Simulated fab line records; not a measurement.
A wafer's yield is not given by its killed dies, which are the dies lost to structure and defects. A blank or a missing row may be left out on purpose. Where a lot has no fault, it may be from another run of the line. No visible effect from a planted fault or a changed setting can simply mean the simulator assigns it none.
Which tool was responsible? ; flow gf180mcu ; 11 lots with 33 wafers sampled at 7 steps, on a route of 602 steps

## WHAT THE GAUGES READ, wafer by wafer
GF_V2_THK_MEAS_01.
lot;measured;on;V2_CVD_00_THK (nm)
L173;day 19 10:32;film-metro-03;600 597 601
L174;day 19 19:03;film-metro-01;606 602 602
L176;day 20 07:47;film-metro-01;598 605 606
L177;day 20 19:46;film-metro-01;597 605 610
L179;day 22 06:04;film-metro-01;602 600 601
L183;day 22 23:39;film-metro-03;602 608 608
L185;day 23 12:04;film-metro-04;594 597 607
L192;day 26 03:14;film-metro-01;598 593 593
L194;day 26 21:41;film-metro-01;602 609 603
L195;day 27 05:44;film-metro-01;607 604 603
L196;day 27 08:14;film-metro-04;603 603 603

GF_V2_RS_MEAS_24: measurement is done with a four-point probe.
lot;measured;on;V2_W_RS (ohm/sq)
L173;day 20 12:17;film-metro-03;0.329 0.325 0.325
L174;day 20 21:11;film-metro-01;0.326 0.316 0.324
L176;day 21 09:43;film-metro-04;0.326 0.326 0.320
L177;day 21 21:09;film-metro-03;0.328 0.315 0.329
L179;day 23 07:11;film-metro-03;0.328 0.328 0.318
L183;day 23 23:45;film-metro-04;0.446 0.318 0.438
L185;day 24 11:37;film-metro-04;0.440 0.318 0.441
L192;day 27 01:00;film-metro-03;0.327 0.324 0.328
L194;day 27 19:04;film-metro-03;0.330 0.323 0.320
L195;day 28 03:16;film-metro-03;0.321 0.332 0.323
L196;day 28 05:07;film-metro-04;0.328 0.319 0.325

GF_V2_THK_MEAS_25: measures by xrf.
lot;measured;on;V2_W_THK (nm)
L173;day 20 12:23;film-metro-03;350 354 356
L174;day 20 21:17;film-metro-01;350 362 352
L176;day 21 09:50;film-metro-04;358 359 365
L177;day 21 21:16;film-metro-03;351 364 349
L179;day 23 07:18;film-metro-03;349 349 360
L183;day 23 23:52;film-metro-04;261 364 264
L185;day 24 11:44;film-metro-04;263 362 261
L192;day 27 01:07;film-metro-03;352 354 348
L194;day 27 19:11;film-metro-03;348 355 358
L195;day 28 03:23;film-metro-03;359 346 358
L196;day 28 05:13;film-metro-04;353 365 358

GF_M3_CD_MEAS_14: target cd 280 nm.
lot;measured;on;cd-nm (nm)
L173;day 21 12:52;cd-sem-02;278.3 278.9 278.0
L174;day 21 21:01;cd-sem-01;282.2 283.6 282.5
L176;day 22 09:11;cd-sem-02;279.2 280.2 279.0
L177;day 22 20:46;cd-sem-02;281.6 281.4 281.3
L179;day 24 05:59;cd-sem-02;281.1 280.2 280.5
L183;day 24 22:38;cd-sem-01;281.3 280.7 280.9
L185;day 25 22:02;cd-sem-01;282.3 282.7 283.0
L192;day 27 21:50;cd-sem-02;277.5 278.3 278.4
L194;day 28 15:08;cd-sem-02;278.5 278.5 278.0
L195;day 28 23:06;cd-sem-02;282.1 282.1 283.4
L196;day 29 00:28;cd-sem-02;277.2 278.2 277.9

## WHICH TOOL RAN EACH LOT (tool, then ch and the chambers of the sampled wafers, then the start)
lot;GF_V2_CMP_04;GF_V2_CVD_23;GF_V2_CMP_26
L173;cmp-01 ch 0,1,2, day 19 10:49;cvd-w-01 ch 0,1, day 20 12:08;cmp-02 ch 0,1, day 20 12:26
L174;cmp-02 ch 0,1,3, day 19 19:19;cvd-w-01 ch 0,1, day 20 21:04;cmp-01 ch 1,2,3, day 20 21:25
L176;cmp-01 ch 0,2, day 20 08:01;cvd-w-01 ch 0,1, day 21 09:36;cmp-02 ch 1,2, day 21 09:53
L177;cmp-01 ch 0,1,3, day 20 19:58;cvd-w-02 ch 0,1, day 21 21:02;cmp-02 ch 1,2,3, day 21 21:20
L179;cmp-02 ch 1,2,3, day 22 06:16;cvd-w-02 ch 0,1, day 23 07:04;cmp-01 ch 1,3, day 23 07:25
L183;cmp-01 ch 0,2,3, day 22 23:50;cvd-w-02 ch 0,1, day 23 23:38;cmp-02 ch 0,2,3, day 23 23:56
L185;cmp-02 ch 0,3, day 23 12:17;cvd-w-02 ch 0,1, day 24 11:29;cmp-01 ch 0,1,2, day 24 11:56
L192;cmp-01 ch 0,1, day 26 03:28;cvd-w-01 ch 0,1, day 27 00:53;cmp-02 ch 0,2, day 27 01:11
L194;cmp-01 ch 1,2,3, day 26 21:55;cvd-w-02 ch 0,1, day 27 18:57;cmp-02 ch 0,2,3, day 27 19:18
L195;cmp-01 ch 0,1,2, day 27 05:55;cvd-w-02 ch 0,1, day 28 03:08;cmp-02 ch 0,2,3, day 28 03:26
L196;cmp-02 ch 0,3, day 27 08:24;cvd-w-02 ch 0,1, day 28 05:01;cmp-01 ch 2,3, day 28 05:16
- GF_V2_CMP_04: polishes SiO2.
- GF_V2_CVD_23: deposits W, target thk 350 nm, time 104.94 s.
- GF_V2_CMP_26: polishes, stops on SiO2, t overpolish 16.27 s, target thk 0 nm.

## AS READ BY THE TOOLS THEMSELVES (means over the sampled wafers that have a number; for cases with no such wafer, the mark the record gives instead)
GF_V2_CMP_04.
lot;tool;motor-current-A (A);time-to-endpoint-s (s)
L173;cmp-01;11.6;77
L174;cmp-02;12.6;74
L176;cmp-01;12.6;79
L177;cmp-01;10.7;79
L179;cmp-02;13.0;78
L183;cmp-01;12.0;72
L185;cmp-02;12.8;74
L192;cmp-01;10.4;82
L194;cmp-01;11.5;78
L195;cmp-01;11.5;85
L196;cmp-02;13.5;79

GF_V2_CVD_23.
lot;tool;heater-power-w (W);susceptor-temp-C (C)
L173;cvd-w-01;802;400.02
L174;cvd-w-01;877;399.94
L176;cvd-w-01;877;400.04
L177;cvd-w-02;893;399.81
L179;cvd-w-02;890;400.06
L183;cvd-w-02;848;389.90
L185;cvd-w-02;838;389.67
L192;cvd-w-01;892;400.09
L194;cvd-w-02;885;399.81
L195;cvd-w-02;875;400.03
L196;cvd-w-02;901;400.01

GF_V2_CMP_26.
lot;tool;motor-current-A (A);time-to-endpoint-s (s)
L173;cmp-02;11.0;87
L174;cmp-01;11.3;87
L176;cmp-02;11.1;85
L177;cmp-02;11.8;83
L179;cmp-01;10.2;88
L183;cmp-02;12.1;67
L185;cmp-01;10.5;71
L192;cmp-02;12.4;85
L194;cmp-02;12.3;85
L195;cmp-02;12.7;80
L196;cmp-01;11.4;87

## THE ANSWER, worked out from the rows above alone
Rule: the usual values come from the lots themselves. Put in order of their means at a reading, lots are off if they are a third of the lots or fewer, leave a main group of 4 or more, and stand apart from it by a gap of 3 or more times the standard deviation of the main group's means; of several such gaps the widest counts. A main group whose means are all the same, to the digits that the tables above print for the reading, isn't used. Also off: a lot with no number at a reading for which 4 or more lots have one. Where the step has rows for the other lots, those lots are counted as sound. First the gauges in route order, then the tools' own readings, where a lot's mean is used as printed above. At the first step where some lot is off, the reading lying furthest off is the one used; lots without a number count as furthest.
Off: L183, L185, at GF_V2_RS_MEAS_24 (V2_W_RS). Mean 0.325 ohm/sq and standard deviation 0.0013 in the main group.
A tool fits if, at a process step before that reading, it ran every lot that is off, and no sound lot after the first of them. The gauges at GF_V2_RS_MEAS_24 aren't tried: what is off there is off at GF_V2_CVD_23 too, on other tools, and a gauge's error can't cause that. No candidate that was tried fits.

## WHAT THE SIMULATOR HAD PUT IN
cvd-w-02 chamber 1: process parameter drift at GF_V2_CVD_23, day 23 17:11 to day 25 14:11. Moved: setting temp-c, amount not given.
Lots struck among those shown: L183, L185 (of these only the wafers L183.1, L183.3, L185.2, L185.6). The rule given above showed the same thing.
